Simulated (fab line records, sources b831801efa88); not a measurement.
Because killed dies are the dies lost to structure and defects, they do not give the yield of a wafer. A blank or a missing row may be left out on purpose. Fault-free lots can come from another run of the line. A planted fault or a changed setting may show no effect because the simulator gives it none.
Problem report in the 8D (eight disciplines) form, filled by code + flow sky130 + the parts of the form that need people (team, actions taken, sign-off) are left out

1. WHAT WENT WRONG
Mean GATE_OXIDE_TW at SKY_GATE_OXIDE_TW_MEAS_14: 378.1 over 6 wafers in 2 lots; fault-free wafers: 222.3, standard deviation 1.3. So: +99 or more standard deviations from the usual mean.
First seen on wafer L935.1, day 19 08:29, on film metro-02. At this step, 39 wafers from 13 lots have a number in the record. Rule for "out" (also "out of limits"): further than 4 standard deviations from the usual mean. Any other wafer with a number is counted as sound.

2. WHAT THIS IS AND IS NOT
| question                    | is                     | is not                                                                          |
|-----------------------------|------------------------|---------------------------------------------------------------------------------|
| which readings at this step | GATE_OXIDE_TW          | -                                                                               |
| which lots                  | L935, L937             | L920, L921, L922, L925, L928, L929, L931, L933, L940, L941, L942                |
| which wafers of those lots  | all that have a number | -                                                                               |
| read on which gauges        | film metro-02          | film metro-01, film metro-04                                                    |
| when                        | from day 19 08:29      | up to then (24 sound wafers); but 9 sound wafers of L940, L941, L942 came after |

3. WHAT RULES OUT EACH SUSPECT
Counting: a tool stays on the suspect list if, at a process step up to the reading, it processed all lots that are out and no sound lot following the first of them.
- the gauge at SKY_GATE_OXIDE_TW_MEAS_14 is ruled out. All the wafers that are out were read on film metro-02, but those of them that SKY_GATE_OXIDE_IMPLANT_11 has rows for are out there too, on other tools.
- implanter-04 at SKY_GATE_OXIDE_IMPLANT_11: kept. It ran every lot that is out, first L935 (day 19 08:08), and no sound lot after that; its last sound lot up to then is L933 (day 18 22:55). Its own readings are out on those wafers: dose ions cm2, faraday current uA.
Remaining after the count: implanter-04 at SKY_GATE_OXIDE_IMPLANT_11.

4. THE CAUSE (what the simulator had put in)
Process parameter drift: implanter-04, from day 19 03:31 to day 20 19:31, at SKY_GATE_OXIDE_IMPLANT_11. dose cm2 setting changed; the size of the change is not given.
After counting, this tool was the only one left.

5. THE CHAIN OF EFFECTS, in route order
Each row: a reading whose mean over the struck wafers that have a number lies more than 3 standard deviations from the usual. Only readings whose record carries a usual standard deviation are examined. hours: median over the lots of the time between each lot's start at the first step of this table that gives one and its start at this step. sigmas: the change, counted in usual standard deviations.
| hours | step                      | reading            | usual      | on struck wafers | change      | sigmas      |
|-------|---------------------------|--------------------|------------|------------------|-------------|-------------|
| 0     | SKY_GATE_OXIDE_IMPLANT_11 | dose ions cm2      | 2.6007e+12 | 1.5677e+13       | +1.3076e+13 | +99 or more |
| 0     | SKY_GATE_OXIDE_IMPLANT_11 | faraday current uA | 14.63      | 88.13            | +73.50      | +99 or more |
| 0     | SKY_GATE_OXIDE_TW_MEAS_14 | GATE_OXIDE_TW      | 222.3      | 378.1            | +155.8      | +99 or more |
Its process steps:
- SKY_GATE_OXIDE_IMPLANT_11
Later measuring or inspecting steps at which every struck wafer that the step has a row for has a number for every such reading, and none has moved that far: SKY_POLY_GATE_CD_MEAS_22.

6. HOW IT WOULD HAVE BEEN CAUGHT EARLIER
Counted from the fault's start at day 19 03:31, it took 5 hours until the first out-of-limits reading at a measuring or inspecting step in this record, taken at day 19 08:29.
Tool's own readings at SKY_GATE_OXIDE_IMPLANT_11, dose ions cm2, faraday current uA: out on all struck wafers the step has rows for; an alarm limit on them would have tripped on the first.
Of the lots that are out (2), L937 began SKY_GATE_OXIDE_IMPLANT_11 on implanter-04 after day 19 08:29. A tool hold placed at that time would have kept it from harm.
